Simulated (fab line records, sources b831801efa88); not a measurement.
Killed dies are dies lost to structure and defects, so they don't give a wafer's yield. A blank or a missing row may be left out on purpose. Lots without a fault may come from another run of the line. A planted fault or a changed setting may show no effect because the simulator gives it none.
fab line records | flow gf180mcu
record lots=5 wafers=15 last_day=33
route steps=602 shown M2@364 V2@382
lots that met no fault: from a run of the same line without faults
start_h: hours from the record's first day to the start of the lot's first wafer shown | wait_h: hours since the lot's step before | " the same as in the row above | L1.1+2: a row that stands for several wafers | - no value, or no start given | * or withheld: withheld | < > ~ a bound
route shown NAME@n: a module of which the file shows steps, and the number in the route of the first | usual: mean/standard deviation of fault-free wafers | same: alike in all rows | chamber/n: place in a boat | sites: the reading at each site | _std_site: their standard deviation | _edge_site: outer sites' mean less inner sites' | radius_mm: how far each site lies from the wafer's centre | mask NAME#n: copy n | behind: the tool/chamber that last shaped the wafer | hold: why the lot was held/for how many hours/how that ended | device: the transistor (n, p or np) that didn't switch | end of line: the same wafers' tests at the end of the route | a step without rows: its recipe alone | killed: dies lost to structure and defects at the first sort, not the wafer's yield | map: a wafer's dies, x killed, . not, _ none there
set.NAME: the setting as run; set.NAME@STEP: as run at that earlier step | model.NAME: the simulator's own value behind a step, which no gauge read
lots at some steps of the route; a table a step, a row a wafer
services: from which hour (start_h, from the record's first day; less than 0 if before it) a tool's chamber was out of use, for how many hours, and why
## steps
# step GF_M2_SPUTTER_02
# recipe material=AlCu target_thk_nm=450 power_w=10600 time_s=23.9 chamber_pressure_pa=0.4
# usual cathode_dc_power_W=10600/2 throttle_valve_pct=30.0/0.92
# columns lot.wafer tool chamber start_h wait_h cathode_dc_power_W throttle_valve_pct
L075.3 pvd_sputter-03 - 419.86 0.0 10605 30.2
L075.4 " - " " 10599 31.2
L075.5 " - " " 10601 29.9
L085.1 pvd_sputter-03 - 510.40 0.0 10599 30.6
L085.5 " - " " 10598 31.1
L085.6 " - " " 10602 30.6
L088.3 pvd_sputter-02 - 536.38 0.0 10598 31.9
L088.4 " - " " 10596 29.1
L088.6 " - " " 10601 29.1
L089.4 pvd_sputter-01 - 545.71 0.0 10598 31.0
L089.5 " - " " 10599 28.4
L089.6 " - " " 10599 30.3
L091.2 pvd_sputter-02 - 561.80 0.0 10600 29.3
L091.5 " - " " 10601 30.4
L091.6 " - " " 10601 29.0
# step GF_M2_SPUTTER_03
# recipe material=Ti target_thk_nm=10 substrate_temp_c=300 chamber_pressure_pa=0.3 power_w=3000 time_s=6.7
# usual cathode_dc_power_W=3000.0/0.49 throttle_valve_pct=30.0/0.94
# columns lot.wafer tool chamber start_h wait_h cathode_dc_power_W throttle_valve_pct
L075.3 pvd_sputter-03 - 419.89 0.0 3000.2 30.7
L075.4 " - " " 2999.9 31.1
L075.5 " - " " 2999.4 29.6
L085.1 pvd_sputter-03 - 510.43 0.0 3001.0 30.4
L085.5 " - " " 2999.4 30.9
L085.6 " - " " 2999.3 30.7
L088.3 pvd_sputter-02 - 536.41 0.0 2999.1 31.8
L088.4 " - " " 2999.3 29.1
L088.6 " - " " 2999.8 29.4
L089.4 pvd_sputter-01 - 545.73 0.0 3000.1 31.3
L089.5 " - " " 2998.9 28.3
L089.6 " - " " 2999.8 30.6
L091.2 pvd_sputter-02 - 561.83 0.0 2999.7 29.2
L091.5 " - " " 2999.6 30.3
L091.6 " - " " 3000.2 29.0
# step GF_M2_SPUTTER_04
# recipe material=TiN target_thk_nm=50 power_w=6500 time_s=41.7 chamber_pressure_pa=0.4
# usual cathode_dc_power_W=6500.0/1.3 throttle_valve_pct=30.0/0.92
# columns lot.wafer tool chamber start_h wait_h cathode_dc_power_W throttle_valve_pct
L075.3 pvd_sputter-03 - 419.91 0.0 6498.2 30.6
L075.4 " - " " 6500.7 31.2
L075.5 " - " " 6499.4 29.5
L085.1 pvd_sputter-03 - 510.45 0.0 6500.9 30.4
L085.5 " - " " 6500.0 30.8
L085.6 " - " " 6500.6 30.9
L088.3 pvd_sputter-02 - 536.44 0.0 6499.2 31.7
L088.4 " - " " 6500.0 29.0
L088.6 " - " " 6501.2 29.1
L089.4 pvd_sputter-01 - 545.76 0.0 6497.5 31.2
L089.5 " - " " 6500.2 28.5
L089.6 " - " " 6501.4 30.5
L091.2 pvd_sputter-02 - 561.85 0.0 6500.2 29.0
L091.5 " - " " 6499.3 30.3
L091.6 " - " " 6498.9 29.3
# step GF_M2_RS_MEAS_05
# recipe thk_meas_gauge=four-point-probe reads=TiN_of_M2_SPUTTER_04+Ti_of_M2_SPUTTER_03+AlCu_of_M2_SPUTTER_02+TiN_of_M2_SPUTTER_01+Ti_of_M2_SPUTTER_00
# usual M2_ALCU_RS=0.0694/0.00091
# columns lot.wafer tool chamber start_h wait_h M2_ALCU_RS[ohm/sq]
L075.3 film_metro-03 - 419.99 0.1 0.0695
L075.4 " - " " 0.0701
L075.5 " - " " 0.0696
L085.1 film_metro-02 - 510.49 0.0 0.0689
L085.5 " - " " 0.0696
L085.6 " - " " 0.0688
L088.3 film_metro-02 - 536.51 0.1 0.0697
L088.4 " - " " 0.0701
L088.6 " - " " 0.0685
L089.4 film_metro-03 - 545.86 0.1 0.0676
L089.5 " - " " 0.0681
L089.6 " - " " 0.0694
L091.2 film_metro-02 - 561.91 0.0 0.0685
L091.5 " - " " 0.0670
L091.6 " - " " 0.0689
# step GF_M2_THK_MEAS_06
# recipe thk_meas_gauge=xrf reads=AlCu_of_M2_SPUTTER_02
# usual M2_ALCU_THK=460/6.9
# columns lot.wafer tool chamber start_h wait_h M2_ALCU_THK[nm]
L075.3 film_metro-03 - 420.09 0.1 456
L075.4 " - " " 452
L075.5 " - " " 455
L085.1 film_metro-02 - 510.61 0.1 465
L085.5 " - " " 459
L085.6 " - " " 466
L088.3 film_metro-02 - 536.61 0.1 464
L088.4 " - " " 461
L088.6 " - " " 474
L089.4 film_metro-03 - 545.95 0.1 470
L089.5 " - " " 471
L089.6 " - " " 459
L091.2 film_metro-02 - 562.02 0.1 467
L091.5 " - " " 478
L091.6 " - " " 464
# step GF_M2_DEHYDRATE_07
# recipe temp_c=200 time_s=60
# columns lot.wafer tool chamber start_h wait_h
L075.3+4+5 litho_track-03 0 431.92 11.8
L085.1+5+6 litho_track-04 0 521.38 10.8
L088.3+4+6 litho_track-03 0 547.42 10.8
L089.4+5+6 litho_track-03 0 557.15 11.2
L091.2+5+6 litho_track-04 0 572.60 10.6
# step GF_M2_HMDS_08
# recipe prime_time_s=60 prime_temp_c=120
# columns lot.wafer tool chamber start_h wait_h
L075.3+4+5 litho_track-03 0 432.07 0.1
L085.1+5+6 litho_track-04 0 521.53 0.1
L088.3+4+6 litho_track-03 0 547.57 0.1
L089.4+5+6 litho_track-03 0 557.30 0.1
L091.2+5+6 litho_track-04 0 572.75 0.1
# step GF_M2_COAT_09
# recipe resist=KrF spin_rpm=withheld resist_thk_nm=1000
# columns lot.wafer tool chamber start_h wait_h
L075.3+4+5 litho_track-03 0 432.22 0.1
L085.1+5+6 litho_track-04 0 521.68 0.1
L088.3+4+6 litho_track-03 0 547.72 0.1
L089.4+5+6 litho_track-03 0 557.45 0.1
L091.2+5+6 litho_track-04 0 572.90 0.1
# step GF_M2_SOFTBAKE_10
# recipe temp_c=130 time_s=60 resist=KrF
# columns lot.wafer tool chamber start_h wait_h
L075.3+4+5 litho_track-03 0 432.37 0.1
L085.1+5+6 litho_track-04 0 521.83 0.1
L088.3+4+6 litho_track-03 0 547.87 0.1
L089.4+5+6 litho_track-03 0 557.60 0.1
L091.2+5+6 litho_track-04 0 573.05 0.1
# step GF_M2_EXPOSE_11
# recipe mask_id=Metal2 target_cd_nm=280 na=0.68 source_shape=conventional sigma_outer=0.6 dose_mj=28
# usual exposure_dose_mJ_cm2=27.96/0.031 focus_offset_nm=-0.2/0.47
# columns lot.wafer tool chamber start_h wait_h mask exposure_dose_mJ_cm2 focus_offset_nm
L075.3 krf_scanner-01 0 - - Metal2#0 28.01 -0.3
L075.4 " 0 " " Metal2#0 27.98 -0.4
L075.5 " 0 " " Metal2#0 27.95 -0.1
L085.1 krf_scanner-01 0 - - Metal2#0 27.92 0.2
L085.5 " 0 " " Metal2#0 27.90 0.1
L085.6 " 0 " " Metal2#0 27.94 0.2
L088.3 krf_scanner-01 0 - - Metal2#0 27.96 -0.3
L088.4 " 0 " " Metal2#0 27.99 -0.8
L088.6 " 0 " " Metal2#0 27.94 0.3
L089.4 krf_scanner-01 0 - - Metal2#0 27.94 0.4
L089.5 " 0 " " Metal2#0 27.95 -0.1
L089.6 " 0 " " Metal2#0 27.96 0.4
L091.2 krf_scanner-01 0 - - Metal2#0 27.94 -0.6
L091.5 " 0 " " Metal2#0 27.92 -0.3
L091.6 " 0 " " Metal2#0 27.94 -0.3
# step GF_M2_PEB_12
# recipe peb_temp_c=135 peb_time_s=90 resist=KrF
# columns lot.wafer tool chamber start_h wait_h
L075.3+4+5 litho_track-04 0 - -
L085.1+5+6 litho_track-02 0 - -
L088.3+4+6 litho_track-02 0 - -
L089.4+5+6 litho_track-02 0 - -
L091.2+5+6 litho_track-02 0 - -
# step GF_M2_DEVELOP_13
# recipe develop_time_s=60 dev_temp_c=21
# same develop_time_s=60
# columns lot.wafer tool chamber start_h wait_h
L075.3+4+5 litho_track-04 0 443.73 0.1
L085.1+5+6 litho_track-02 0 533.53 0.2
L088.3+4+6 litho_track-02 0 559.03 0.1
L089.4+5+6 litho_track-02 0 567.96 0.1
L091.2+5+6 litho_track-02 0 583.06 0.2
# step GF_M2_CD_MEAS_14
# recipe target_cd_nm=280
# usual cd_nm=279.4/1.5
# columns lot.wafer tool chamber start_h wait_h cd_nm
L075.3 cd_sem-01 - 443.87 0.1 279.9
L075.4 " - " " 280.7
L075.5 " - " " 279.4
L085.1 cd_sem-01 - 533.68 0.1 278.7
L085.5 " - " " 279.5
L085.6 " - " " 278.1
L088.3 cd_sem-02 - 559.23 0.2 276.6
L088.4 " - " " 277.7
L088.6 " - " " 278.1
L089.4 cd_sem-02 - 568.09 0.1 277.7
L089.5 " - " " 276.0
L089.6 " - " " 278.0
L091.2 cd_sem-02 - 583.20 0.1 282.1
L091.5 " - " " 280.8
L091.6 " - " " 281.0
# step GF_M2_OVL_MEAS_15
# usual M2_OVL=0/5.1
# columns lot.wafer tool chamber start_h wait_h M2_OVL[nm]
L075.3 overlay-02 - 443.96 0.1 1
L075.4 " - " " 1
L075.5 " - " " 2
L085.1 overlay-01 - 533.80 0.1 -3
L085.5 " - " " 2
L085.6 " - " " -2
L088.3 overlay-01 - 559.32 0.1 -7
L088.4 " - " " 1
L088.6 " - " " 1
L089.4 overlay-01 - 568.17 0.1 3
L089.5 " - " " 2
L089.6 " - " " 8
L091.2 overlay-01 - 583.31 0.1 -2
L091.5 " - " " 5
L091.6 " - " " -6
# step GF_M2_METAL_ETCH_16
# recipe chemistry=Cl2/BCl3 mask_material=KrF target_depth_nm=627.5 stop_on=SiO2 pressure_mtorr=8 icp_w=800 bias_w=140 Cl2_flow_sccm=80 bcl3_flow_sccm=40 time_s=104.6
# usual drypump_motor_current_A=5.85/0.23 oes_product_au=0.973/0.0071 throttle_valve_pct=28.250/0.011
# columns lot.wafer tool chamber start_h wait_h drypump_motor_current_A oes_product_au rf_hours_counter_h throttle_valve_pct
L075.3 rie_metal-03 1 444.02 0.1 5.75 0.982 - 28.250
L075.4 " 0 " " 5.65 0.976 - 28.239
L075.5 " 0 " " 5.64 0.972 - 28.236
L085.1 rie_metal-03 1 533.84 0.0 5.71 0.983 10 28.233
L085.5 " 0 " " 5.67 0.966 - 28.238
L085.6 " 1 " " 5.72 0.980 - 28.239
L088.3 rie_metal-04 0 559.38 0.1 5.66 0.978 - 28.244
L088.4 " 1 " " 5.76 0.960 - 28.267
L088.6 " 0 " " 5.66 0.975 - 28.229
L089.4 rie_metal-04 0 568.22 0.0 5.68 0.982 - 28.238
L089.5 " 1 " " 5.77 0.986 - 28.243
L089.6 " 0 " " 5.66 0.979 - 28.254
L091.2 rie_metal-02 1 583.34 0.0 6.23 0.978 10 28.246
L091.5 " 0 " " 6.09 0.992 - 28.233
L091.6 " 1 " " 6.22 0.976 - 28.237
# step GF_M2_STRIP_17
# recipe chemistry=O2/N2 power_w=1400 pressure_mtorr=1500 platen_temp_c=250 o2_flow_sccm=3000 n2_flow_sccm=300 overash_fraction=0.5
# usual drypump_motor_current_A=5.65/0.23 heater_power_w=328/24 oes_product_au=0.557/0.0051 platen_temp_c=249.99/0.17 strip_time_to_endpoint_s=7.85/0.067
# columns lot.wafer tool chamber start_h wait_h drypump_motor_current_A heater_power_w oes_product_au platen_temp_c rf_hours_counter_h strip_time_to_endpoint_s
L075.3 plasma_asher-02 0 444.13 0.1 5.59 298 0.556 249.68 - 7.78
L075.4 " 1 " " 5.62 315 0.557 249.90 - 7.76
L075.5 " 1 " " 5.60 315 0.560 250.10 - 7.79
L085.1 plasma_asher-01 0 533.95 0.1 5.98 334 0.551 250.18 75 7.81
L085.5 " 1 " " 5.55 369 0.558 250.04 - 7.75
L085.6 " 0 " " 5.99 314 0.556 249.93 - 7.79
L088.3 plasma_asher-03 1 559.49 0.1 5.99 298 0.554 250.20 - 7.86
L088.4 " 0 " " 5.14 346 0.558 249.85 - 7.94
L088.6 " 0 " " 5.15 352 0.560 249.97 - 7.84
L089.4 plasma_asher-01 1 568.33 0.1 5.55 368 0.558 250.04 - 7.91
L089.5 " 1 " " 5.54 354 0.562 250.19 - 7.89
L089.6 " 0 " " 5.86 320 0.568 250.01 - 7.91
L091.2 plasma_asher-02 1 583.45 0.1 5.62 317 0.561 249.78 16 7.91
L091.5 " 0 " " 5.57 303 0.556 250.05 - 7.91
L091.6 " 1 " " 5.59 314 0.564 250.08 - 7.90
# step GF_M2_STRIP_18
# recipe chemistry=post_etch_residue_remover time_s=1200 temp_c=72.5
# usual bath_guard_temp_C=72.6/0.45
# columns lot.wafer tool chamber start_h wait_h bath_guard_temp_C
L075.3 wet_bench-03 3 444.20 0.0 72.8
L075.4 " 3 " " 72.8
L075.5 " 3 " " 73.1
L085.1 wet_bench-03 1 534.05 0.1 72.3
L085.5 " 1 " " 72.2
L085.6 " 1 " " 72.2
L088.3 wet_bench-04 3 559.56 0.0 72.7
L088.4 " 3 " " 73.3
L088.6 " 3 " " 73.4
L089.4 wet_bench-03 0 568.40 0.0 71.9
L089.5 " 0 " " 71.9
L089.6 " 0 " " 72.3
L091.2 wet_bench-04 0 583.55 0.1 72.3
L091.5 " 0 " " 72.1
L091.6 " 0 " " 72.3
# step GF_M2_CLEAN_19
# recipe chemistry=DIW dry=n2_spin
# columns lot.wafer tool chamber start_h wait_h
L075.3+4+5 wet_bench-01 0 444.57 0.0
L085.1+5+6 wet_bench-04 2 534.39 0.0
L088.3+4+6 wet_bench-03 2 559.90 0.0
L089.4+5+6 wet_bench-04 3 568.74 0.0
L091.2+5+6 wet_bench-01 0 583.89 0.0
# step GF_V2_CVD_00
# recipe material=SiO2 target_thk_nm=600 sigma_open_frac=0.3 temp_c=400 time_s=100 sih4_flow_sccm=60 pressure_mtorr=6
# columns lot.wafer tool chamber start_h wait_h
L075.3+4+5 hdpcvd-01 0,1,2 444.66 0.0
L085.1+5+6 hdpcvd-02 1,1,0 534.48 0.0
L088.3+4+6 hdpcvd-02 1,2,0 559.99 0.0
L089.4+5+6 hdpcvd-02 2,0,1 568.87 0.0
L091.2+5+6 hdpcvd-02 0,2,0 583.99 0.0
# step GF_V2_THK_MEAS_01
# recipe reads=SiO2_of_V2_CVD_00
# usual V2_CVD_00_THK=595/9.6
# columns lot.wafer tool chamber start_h wait_h V2_CVD_00_THK[nm]
L075.3 film_metro-01 - 444.75 0.1 612
L075.4 " - " " 602
L075.5 " - " " 591
L085.1 film_metro-03 - 534.55 0.0 583
L085.5 " - " " 578
L085.6 " - " " 580
L088.3 film_metro-03 - 560.08 0.1 589
L088.4 " - " " 591
L088.6 " - " " 595
L089.4 film_metro-04 - 568.93 0.0 581
L089.5 " - " " 594
L089.6 " - " " 588
L091.2 film_metro-04 - 584.07 0.0 603
L091.5 " - " " 586
L091.6 " - " " 610
# step GF_V2_CVD_02
# recipe material=SiO2 target_thk_nm=850 precursor=TEOS temp_c=400 time_s=94.851 rf_w=600
# usual heater_power_w=651/83
# columns lot.wafer tool chamber start_h wait_h heater_power_w
L075.3 pecvd-03 0 444.79 0.0 581
L075.4 " 0 " " 609
L075.5 " 1 " " 741
L085.1 pecvd-04 2 534.61 0.1 655
L085.5 " 1 " " 532
L085.6 " 0 " " 768
L088.3 pecvd-03 1 560.12 0.0 699
L088.4 " 2 " " 623
L088.6 " 1 " " 724
L089.4 pecvd-04 0 569.00 0.1 767
L089.5 " 2 " " 576
L089.6 " 1 " " 537
L091.2 pecvd-02 0 584.12 0.0 504
L091.5 " 2 " " 785
L091.6 " 1 " " 622
# step GF_V2_THK_MEAS_03
# recipe reads=SiO2_of_V2_CVD_02
# usual V2_CVD_02_THK=850/13
# columns lot.wafer tool chamber start_h wait_h V2_CVD_02_THK[nm]
L075.3 film_metro-03 - 444.88 0.1 842
L075.4 " - " " 855
L075.5 " - " " 850
L085.1 film_metro-04 - 534.68 0.0 850
L085.5 " - " " 862
L085.6 " - " " 843
L088.3 film_metro-03 - 560.21 0.1 840
L088.4 " - " " 838
L088.6 " - " " 861
L089.4 film_metro-03 - 569.06 0.0 859
L089.5 " - " " 874
L089.6 " - " " 857
L091.2 film_metro-04 - 584.20 0.0 849
L091.5 " - " " 881
L091.6 " - " " 868
# step GF_V2_CMP_04
# recipe material=SiO2 down_force_psi=4 platen_rpm=60 pad_velocity_m_s=0.94248
# usual motor_current_A=12.2/1.2 time_to_endpoint_s=79/6.3
# columns lot.wafer tool chamber start_h wait_h motor_current_A time_to_endpoint_s
L075.4 cmp-01 0 444.97 0.1 13.0 82
L075.3 " 2 " " 10.9 67
L075.5 " 0 " " 13.7 77
L085.1 cmp-02 0 534.84 0.1 13.2 86
L085.6 " 2 " " 10.3 79
L085.5 " 3 " " 11.4 80
L088.3 cmp-02 3 560.42 0.2 12.3 74
L088.4 " 1 " " 10.9 79
L088.6 " 3 " " 11.8 83
L089.4 cmp-01 0 569.14 0.1 12.5 87
L089.5 " 3 " " 13.5 93
L089.6 " 0 " " 13.2 84
L091.2 cmp-01 3 584.30 0.1 13.4 80
L091.5 " 2 " " 11.6 84
L091.6 " 3 " " 13.4 90
# step GF_V2_BOW_MEAS_05
# recipe mode=bow
# usual V2_BOW=99/7.4
# columns lot.wafer tool chamber start_h wait_h V2_BOW[um]
L075.3 film_metro-03 - 445.26 0.1 109
L075.4 " - " " 80
L075.5 " - " " 100
L085.1 film_metro-03 - 535.04 0.1 108
L085.5 " - " " 111
L085.6 " - " " 99
L088.3 film_metro-03 - 560.71 0.2 91
L088.4 " - " " 98
L088.6 " - " " 96
L089.4 film_metro-01 - 569.45 0.3 119
L089.5 " - " " 102
L089.6 " - " " 100
L091.2 film_metro-04 - 584.57 0.2 99
L091.5 " - " " 100
L091.6 " - " " 110
# step GF_V2_DEHYDRATE_06
# recipe temp_c=200 time_s=60
# columns lot.wafer tool chamber start_h wait_h
L075.3+4+5 litho_track-04 0 456.98 11.7
L085.1+5+6 litho_track-02 0 544.63 9.6
L088.3+4+6 litho_track-02 0 570.88 10.2
L089.4+5+6 litho_track-01 0 580.14 10.7
L091.2+5+6 litho_track-02 0 595.01 10.4
# step GF_V2_HMDS_07
# recipe prime_time_s=60 prime_temp_c=120
# columns lot.wafer tool chamber start_h wait_h
L075.3+4+5 litho_track-04 0 457.13 0.1
L085.1+5+6 litho_track-02 0 544.78 0.1
L088.3+4+6 litho_track-02 0 571.03 0.1
L089.4+5+6 litho_track-01 0 580.29 0.1
L091.2+5+6 litho_track-02 0 595.16 0.1
# step GF_V2_COAT_08
# recipe resist=BARC temp_c=withheld time_s=withheld spin_rpm=withheld resist_thk_nm=withheld
# columns lot.wafer tool chamber start_h wait_h
L075.3+4+5 litho_track-04 0 457.28 0.1
L085.1+5+6 litho_track-02 0 544.93 0.1
L088.3+4+6 litho_track-02 0 571.18 0.1
L089.4+5+6 litho_track-01 0 580.44 0.1
L091.2+5+6 litho_track-02 0 595.31 0.1
# step GF_V2_COAT_09
# recipe resist=KrF spin_rpm=withheld resist_thk_nm=1000
# columns lot.wafer tool chamber start_h wait_h
L075.3+4+5 litho_track-04 0 - -
L085.1+5+6 litho_track-02 0 - -
L088.3+4+6 litho_track-02 0 - -
L089.4+5+6 litho_track-01 0 - -
L091.2+5+6 litho_track-02 0 - -
# step GF_V2_SOFTBAKE_10
# recipe temp_c=130 time_s=60 resist=KrF
# columns lot.wafer tool chamber start_h wait_h
L075.3+4+5 litho_track-04 0 - -
L085.1+5+6 litho_track-02 0 - -
L088.3+4+6 litho_track-02 0 - -
L089.4+5+6 litho_track-01 0 - -
L091.2+5+6 litho_track-02 0 - -
# step GF_V2_EXPOSE_11
# recipe mask_id=Via2 target_cd_nm=260 na=0.68 source_shape=conventional sigma_outer=0.6 dose_mj=38
# usual exposure_dose_mJ_cm2=37.94/0.042 focus_offset_nm=0.1/0.48
# columns lot.wafer tool chamber start_h wait_h mask exposure_dose_mJ_cm2 focus_offset_nm
L075.3 krf_scanner-01 0 - - Via2#0 37.97 0.5
L075.4 " 0 " " Via2#0 37.95 0.1
L075.5 " 0 " " Via2#0 37.92 -0.4
L085.1 krf_scanner-01 0 - - Via2#0 37.93 0.3
L085.5 " 0 " " Via2#0 37.93 -0.6
L085.6 " 0 " " Via2#0 37.93 -0.7
L088.3 krf_scanner-01 0 - - Via2#0 37.95 0.2
L088.4 " 0 " " Via2#0 37.94 0.8
L088.6 " 0 " " Via2#0 37.94 0.4
L089.4 krf_scanner-01 0 - - Via2#0 37.95 -0.3
L089.5 " 0 " " Via2#0 37.92 -0.9
L089.6 " 0 " " Via2#0 37.91 0.7
L091.2 krf_scanner-01 0 - - Via2#0 37.92 0.4
L091.5 " 0 " " Via2#0 37.90 -0.3
L091.6 " 0 " " Via2#0 37.94 0.8
# step GF_V2_PEB_12
# recipe peb_temp_c=135 peb_time_s=90 resist=KrF
# columns lot.wafer tool chamber start_h wait_h
L075.3+4+5 litho_track-02 0 - -
L085.1+5+6 litho_track-04 0 - -
L088.3+4+6 litho_track-04 0 - -
L089.4+5+6 litho_track-04 0 - -
L091.2+5+6 litho_track-04 0 - -
# step GF_V2_DEVELOP_13
# recipe develop_time_s=60 resist=KrF dev_temp_c=21
# same develop_time_s=60
# columns lot.wafer tool chamber start_h wait_h
L075.3+4+5 litho_track-02 0 469.23 0.1
L085.1+5+6 litho_track-04 0 556.78 0.2
L088.3+4+6 litho_track-04 0 581.83 0.1
L089.4+5+6 litho_track-04 0 591.65 0.1
L091.2+5+6 litho_track-04 0 605.40 0.2
# step GF_V2_CD_MEAS_14
# recipe target_cd_nm=260
# usual cd_nm=260.2/1.1
# columns lot.wafer tool chamber start_h wait_h cd_nm
L075.3 cd_sem-02 - 469.37 0.1 259.8
L075.4 " - " " 260.4
L075.5 " - " " 260.6
L085.1 cd_sem-02 - 556.94 0.1 260.6
L085.5 " - " " 260.2
L085.6 " - " " 262.9
L088.3 cd_sem-02 - 581.97 0.1 260.1
L088.4 " - " " 259.6
L088.6 " - " " 260.4
L089.4 cd_sem-01 - 591.79 0.1 260.2
L089.5 " - " " 258.6
L089.6 " - " " 258.3
L091.2 cd_sem-02 - 605.54 0.1 260.4
L091.5 " - " " 260.8
L091.6 " - " " 260.0
# step GF_V2_OVL_MEAS_15
# usual V2_OVL=-3/5.2
# columns lot.wafer tool chamber start_h wait_h V2_OVL[nm]
L075.3 overlay-01 - 469.46 0.1 0
L075.4 " - " " -2
L075.5 " - " " -2
L085.1 overlay-02 - 557.06 0.1 -5
L085.5 " - " " -5
L085.6 " - " " -2
L088.3 overlay-02 - 582.06 0.1 -6
L088.4 " - " " -3
L088.6 " - " " -1
L089.4 overlay-02 - 591.86 0.1 -3
L089.5 " - " " -4
L089.6 " - " " 0
L091.2 overlay-01 - 605.65 0.1 -6
L091.5 " - " " -4
L091.6 " - " " 0
# step GF_V2_ETCH_16
# recipe chemistry=N2/H2 target_depth_a=withheld overetch_a=withheld time_s=withheld target=BARC ion_energy_ev=200 source_w=500 bias_w=100 pressure_mtorr=30 n2_flow_sccm=100 h2_flow_sccm=200
# usual drypump_motor_current_A=6.1/0.47 oes_product_au=0.854/0.005 throttle_valve_pct=13.226/0.0096
# columns lot.wafer tool chamber start_h wait_h drypump_motor_current_A oes_product_au throttle_valve_pct
L075.3 rie_diel-01 3 469.49 0.0 6.2 0.849 13.256
L075.4 " 0 " " 6.7 0.863 13.219
L075.5 " 3 " " 6.2 0.848 13.218
L085.1 rie_diel-01 3 557.09 0.0 6.2 0.857 13.237
L085.5 " 3 " " 6.2 0.850 13.228
L085.6 " 1 " " 6.3 0.848 13.209
L088.3 rie_diel-01 3 582.08 0.0 6.2 0.850 13.242
L088.4 " 1 " " 6.3 0.860 13.237
L088.6 " 2 " " 5.8 0.856 13.218
L089.4 rie_diel-01 2 591.88 0.0 5.8 0.851 13.238
L089.5 " 3 " " 6.2 0.855 13.226
L089.6 " 2 " " 5.8 0.852 13.237
L091.2 rie_diel-01 1 605.68 0.0 6.2 0.855 13.235
L091.5 " 3 " " 6.3 0.851 13.225
L091.6 " 2 " " 5.8 0.858 13.225
# step GF_V2_ETCH_17
# recipe chemistry=C4F8/O2/Ar mask_material=KrF target=SiO2 stop_on=TiN source_w=1500 bias_w=1200 pressure_mtorr=40 c4f8_flow_sccm=withheld O2_flow_sccm=6 Ar_flow_sccm=300 time_s=withheld target_depth_a=6300
# usual oes_product_au=0.855/0.0047
# columns lot.wafer tool chamber start_h wait_h oes_product_au
L075.3 rie_diel-01 3 - - 0.853
L075.4 " 0 " " 0.854
L075.5 " 3 " " 0.863
L085.1 rie_diel-01 3 - - 0.855
L085.5 " 3 " " 0.851
L085.6 " 1 " " 0.860
L088.3 rie_diel-01 3 - - 0.850
L088.4 " 1 " " 0.859
L088.6 " 2 " " 0.855
L089.4 rie_diel-01 2 - - 0.858
L089.5 " 3 " " 0.852
L089.6 " 2 " " 0.854
L091.2 rie_diel-01 1 - - 0.857
L091.5 " 3 " " 0.859
L091.6 " 2 " " 0.847
# step GF_V2_STRIP_18
# recipe chemistry=O2/N2 power_w=1400 pressure_mtorr=1500 platen_temp_c=250 o2_flow_sccm=3000 n2_flow_sccm=300 overash_fraction=0.5
# usual drypump_motor_current_A=5.7/0.38 heater_power_w=316/40 oes_product_au=0.593/0.0052 platen_temp_c=250.02/0.18
# columns lot.wafer tool chamber start_h wait_h drypump_motor_current_A heater_power_w oes_product_au platen_temp_c rf_hours_counter_h
L075.3 plasma_asher-04 0 469.65 - 6.3 239 0.590 249.69 -
L075.4 " 1 " " 5.7 324 0.606 249.99 -
L075.5 " 1 " " 5.7 320 0.594 250.10 -
L085.1 plasma_asher-01 1 557.22 - 5.6 373 0.598 250.18 78
L085.5 " 1 " " 5.6 363 0.593 250.39 -
L085.6 " 0 " " 5.9 328 0.584 250.22 -
L088.3 plasma_asher-03 0 582.24 - 5.2 354 0.598 249.83 -
L088.4 " 1 " " 6.0 302 0.590 249.79 -
L088.6 " 0 " " 5.2 364 0.595 249.93 -
L089.4 plasma_asher-04 1 592.04 - 5.7 322 0.592 250.28 -
L089.5 " 1 " " 5.7 336 0.591 250.13 -
L089.6 " 0 " " 6.2 238 0.592 250.13 -
L091.2 plasma_asher-04 1 605.81 - 5.7 320 0.594 250.05 101
L091.5 " 0 " " 6.2 245 0.588 249.80 -
L091.6 " 1 " " 5.7 318 0.590 250.21 -
# step GF_V2_STRIP_19
# recipe chemistry=post_etch_residue_remover time_s=1200 temp_c=72.5
# usual bath_guard_temp_C=72.4/0.74
# columns lot.wafer tool chamber start_h wait_h bath_guard_temp_C
L075.3 wet_bench-01 1 469.72 0.0 71.8
L075.4 " 1 " " 72.2
L075.5 " 1 " " 71.8
L085.1 wet_bench-03 1 557.32 0.1 72.5
L085.5 " 1 " " 72.5
L085.6 " 1 " " 72.3
L088.3 wet_bench-02 1 582.31 0.0 71.9
L088.4 " 1 " " 71.7
L088.6 " 1 " " 72.1
L089.4 wet_bench-02 0 592.11 0.0 72.4
L089.5 " 0 " " 72.3
L089.6 " 0 " " 71.8
L091.2 wet_bench-03 1 605.91 0.1 72.5
L091.5 " 1 " " 72.6
L091.6 " 1 " " 72.5
# step GF_V2_CLEAN_20
# recipe chemistry=DIW dry=n2_spin
# columns lot.wafer tool chamber start_h wait_h
L075.3+4+5 wet_bench-02 3 470.06 0.0
L085.1+5+6 wet_bench-01 0 557.66 0.0
L088.3+4+6 wet_bench-03 0 582.65 0.0
L089.4+5+6 wet_bench-01 0 592.45 0.0
L091.2+5+6 wet_bench-01 0 606.28 0.0
## services
# columns tool chamber start_h hours kind
krf_scanner-01 - 401.70 1.0 pm
rie_diel-01 2 403.86 1.7 repair
cmp-01 - 404.00 4.0 pm
wet_bench-02 - 409.35 4.4 pm
krf_scanner-01 - 418.47 0.8 pm
plasma_asher-01 - 438.98 3.6 repair
krf_scanner-01 - 441.67 0.9 repair
plasma_asher-01 - 442.15 6.5 repair
cmp-01 - 459.05 0.8 repair
rie_diel-01 1 461.22 2.5 repair
krf_scanner-01 - 473.96 1.1 repair
krf_scanner-01 - 478.58 0.3 repair
rie_diel-01 3 482.41 9.5 repair
krf_scanner-01 - 496.41 0.8 pm
pvd_sputter-03 - 504.02 0.9 repair
plasma_asher-04 - 508.74 2.8 pm
cmp-01 - 514.67 0.4 repair
hdpcvd-02 - 528.04 0.3 repair
krf_scanner-01 - 535.45 2.2 repair
pvd_sputter-01 - 535.85 1.7 repair
rie_diel-01 - 539.94 2.8 pm
krf_scanner-01 - 574.21 1.3 pm
wet_bench-01 - 578.18 1.9 pm
krf_scanner-01 - 599.50 1.0 pm
## key
fault none
